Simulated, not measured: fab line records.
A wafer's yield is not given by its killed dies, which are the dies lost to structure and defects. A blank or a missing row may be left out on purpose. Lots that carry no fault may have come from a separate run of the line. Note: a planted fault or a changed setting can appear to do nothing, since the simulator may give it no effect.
Which tool is to blame? | flow sky130 | 30 wafers from 10 lots sampled at 7 of the route's 708 steps

## WHAT EACH GAUGE READ, for each wafer
SKY_VIA3_THK_MEAS_23: measures by xrf.
lot  | measured     | on            | VIA3_W_THK (nm)
L912 | day 39 15:25 | film_metro-01 | 390 392 390
L913 | day 39 19:36 | film_metro-03 | 401 394 398
L914 | day 39 21:38 | film_metro-03 | 397 396 402
L923 | day 42 22:13 | film_metro-01 | 398 397 404
L921 | day 43 02:58 | film_metro-03 | 390 392 395
L925 | day 43 20:16 | film_metro-01 | 392 392 389
L930 | day 44 19:07 | film_metro-03 | 401 390 396
L931 | day 44 22:02 | film_metro-04 | 383 382 383
L932 | day 45 03:43 | film_metro-04 | 387 394 397
L933 | day 45 04:41 | film_metro-03 | 396 394 392

SKY_VIA4_RS_MEAS_19: measures by four-point-probe.
lot  | measured     | on            | VIA4_W_RS (ohm/sq)
L912 | day 42 20:31 | film_metro-02 | 0.2254 0.2255 0.2274
L913 | day 42 22:20 | film_metro-02 | 0.2261 0.2244 0.2234
L914 | day 43 01:11 | film_metro-02 | 0.2269 0.2269 0.2279
L923 | day 45 19:34 | film_metro-03 | 0.2252 0.2216 0.2245
L921 | day 45 23:46 | film_metro-03 | 0.2280 0.2270 0.2259
L925 | day 46 15:34 | film_metro-02 | 0.2272 0.2263 0.2270
L930 | day 47 13:22 | film_metro-02 | 0.2236 0.2218 0.2656
L931 | day 47 13:40 | film_metro-02 | 0.2701 0.2649 0.2272
L932 | day 47 21:19 | film_metro-03 | 0.2245 0.2230 0.2237
L933 | day 47 22:32 | film_metro-04 | 0.2642 0.2668 0.2679

SKY_VIA4_THK_MEAS_20: measures by xrf.
lot  | measured     | on            | VIA4_W_THK (nm)
L912 | day 42 20:38 | film_metro-02 | 508 501 501
L913 | day 42 22:26 | film_metro-02 | 502 506 508
L914 | day 43 01:18 | film_metro-02 | 505 502 499
L923 | day 45 19:41 | film_metro-03 | 518 523 517
L921 | day 45 23:53 | film_metro-03 | 509 513 518
L925 | day 46 15:41 | film_metro-02 | 498 500 499
L930 | day 47 13:29 | film_metro-02 | 517 520 436
L931 | day 47 13:47 | film_metro-02 | 428 437 509
L932 | day 47 21:26 | film_metro-03 | 520 522 519
L933 | day 47 22:39 | film_metro-04 | 441 439 436

SKY_METAL5_RS_MEAS_05: measures by four-point-probe.
lot  | measured     | on            | METAL5_ALCU_RS (ohm/sq)
L912 | day 42 21:09 | film_metro-02 | 0.0271 0.0267 0.0268
L913 | day 42 23:04 | film_metro-03 | 0.0272 0.0276 0.0276
L914 | day 43 01:49 | film_metro-01 | 0.0276 0.0272 0.0270
L923 | day 45 20:13 | film_metro-03 | 0.0271 0.0269 0.0271
L921 | day 46 00:40 | film_metro-03 | 0.0269 0.0269 0.0269
L925 | day 46 16:25 | film_metro-01 | 0.0275 0.0276 0.0275
L930 | day 47 14:01 | film_metro-03 | 0.0272 0.0275 0.0275
L931 | day 47 14:19 | film_metro-02 | 0.0269 0.0269 0.0270
L932 | day 47 22:02 | film_metro-01 | 0.0271 0.0267 0.0267
L933 | day 47 23:34 | film_metro-03 | 0.0271 0.0275 0.0272

## TOOL THAT RAN EACH LOT (tool first, then ch and the chambers of the sampled wafers, then the start)
lot  | SKY_VIA4_CVD_18               | SKY_VIA4_CMP_21               | SKY_METAL5_SPUTTER_00
L912 | cvd_w-02 ch 0,1, day 42 20:22 | cmp-01 ch 1,2,3, day 42 20:41 | pvd_sputter-01, day 42 20:59
L913 | cvd_w-02 ch 0,1, day 42 22:10 | cmp-01 ch 2,3, day 42 22:34   | pvd_sputter-03, day 42 22:52
L914 | cvd_w-01 ch 0,1, day 43 01:01 | cmp-02 ch 0,1,2, day 43 01:25 | pvd_sputter-03, day 43 01:40
L923 | cvd_w-02 ch 0,1, day 45 19:25 | cmp-02 ch 1,2,3, day 45 19:45 | pvd_sputter-01, day 45 20:03
L921 | cvd_w-01 ch 0,1, day 45 23:37 | cmp-02 ch 1,2,3, day 46 00:19 | pvd_sputter-03, day 46 00:31
L925 | cvd_w-02 ch 0,1, day 46 15:23 | cmp-01 ch 2,3, day 46 15:58   | pvd_sputter-01, day 46 16:13
L930 | cvd_w-01 ch 0,1, day 47 13:13 | cmp-01 ch 1,2,3, day 47 13:36 | pvd_sputter-01, day 47 13:51
L931 | cvd_w-01 ch 0,1, day 47 13:31 | cmp-01 ch 0,1,3, day 47 13:57 | pvd_sputter-02, day 47 14:09
L932 | cvd_w-02 ch 0, day 47 21:01   | cmp-02 ch 0,1,2, day 47 21:34 | pvd_sputter-03, day 47 21:52
L933 | cvd_w-01 ch 0, day 47 22:22   | cmp-02 ch 0,1,2, day 47 23:07 | pvd_sputter-01, day 47 23:22
- SKY_VIA4_CVD_18: deposits W, target thk 505 nm, time 152.14 s.
- SKY_VIA4_CMP_21: polishes, stops on SiO2, t overpolish 25 s, target thk 0 nm.
- SKY_METAL5_SPUTTER_00: material Ti, target thk 15 nm, time 10 s.

## WHAT THE TOOLS THEMSELVES READ (means of the sampled wafers that have a number; where no wafer has one, the mark that the record gives instead)
SKY_VIA4_CVD_18.
lot  | tool     | heater_power_w (W) | susceptor_temp_C (C)
L912 | cvd_w-02 | 889                | 399.93
L913 | cvd_w-02 | 866                | 399.88
L914 | cvd_w-01 | 938                | 399.95
L923 | cvd_w-02 | 906                | 399.90
L921 | cvd_w-01 | 942                | 399.90
L925 | cvd_w-02 | 905                | 400.05
L930 | cvd_w-01 | 893                | 396.91
L931 | cvd_w-01 | 892                | 393.96
L932 | cvd_w-02 | 930                | 400.31
L933 | cvd_w-01 | 899                | 390.82

SKY_VIA4_CMP_21.
lot  | tool   | motor_current_A (A) | time_to_endpoint_s (s)
L912 | cmp-01 | 10.5                | 123
L913 | cmp-01 | 11.4                | 127
L914 | cmp-02 | 10.7                | 125
L923 | cmp-02 | 10.0                | 119
L921 | cmp-02 | 9.9                 | 120
L925 | cmp-01 | 10.3                | 123
L930 | cmp-01 | 10.6                | 120
L931 | cmp-01 | 11.2                | 112
L932 | cmp-02 | 10.6                | 126
L933 | cmp-02 | 10.5                | 108

SKY_METAL5_SPUTTER_00.
lot  | tool           | throttle_valve_pct (%)
L912 | pvd_sputter-01 | 29.5
L913 | pvd_sputter-03 | 29.9
L914 | pvd_sputter-03 | 30.4
L923 | pvd_sputter-01 | 30.3
L921 | pvd_sputter-03 | 30.3
L925 | pvd_sputter-01 | 30.2
L930 | pvd_sputter-01 | 30.3
L931 | pvd_sputter-02 | 30.1
L932 | pvd_sputter-03 | 30.0
L933 | pvd_sputter-01 | 29.3

## THE ANSWER, worked out from the rows above alone
Rule: usual is defined by the lots themselves. Put in order of their means at a reading, lots are off if they are a third of the lots or fewer, leave a main group of 4 or more, and stand apart from it by a gap of 3 or more times the standard deviation of the main group's means; of several such gaps the widest counts. The tables above print the reading to a certain number of digits; a main group whose means all agree to those digits is not used. Also off: a lot with no number at a reading for which 4 or more lots have one. Any other lot the step has rows for is counted as sound. The gauges are gone through in route order, then the tools' own readings, and for those a lot's mean is taken as printed above. The first step at which some lot is off is used, and at that step the reading that is off furthest; a lot without a number counts as furthest.
Off: L930, L931, L933, seen at SKY_VIA4_RS_MEAS_19 (VIA4_W_RS). The main group has a mean of 0.2256 ohm/sq with a standard deviation of 0.0014.
If a tool, at a process step before that reading, ran all the lots that are off and no sound lot after the first of them, it fits. Not tried: the gauges at SKY_VIA4_RS_MEAS_19; whatever is off there is also off at SKY_VIA4_CVD_18, on other tools, and gauge error can't account for it. One candidate fits, namely cvd_w-01 at SKY_VIA4_CVD_18. Its last sound lot is L921 (day 45 23:37), its first lot that is off L930 (day 47 13:13): a fault that began between those two fits.
On the lots that are off, the tool's own readings at SKY_VIA4_CVD_18 differ by more than 5 times the standard deviation of the sound lots' means, which bears it out; susceptor_temp_C reads 393.90 C there versus 399.99 C on the sound lots.

## WHAT THE SIMULATOR HAD PUT IN
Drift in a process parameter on cvd_w-01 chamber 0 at SKY_VIA4_CVD_18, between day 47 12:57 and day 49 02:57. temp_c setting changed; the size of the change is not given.
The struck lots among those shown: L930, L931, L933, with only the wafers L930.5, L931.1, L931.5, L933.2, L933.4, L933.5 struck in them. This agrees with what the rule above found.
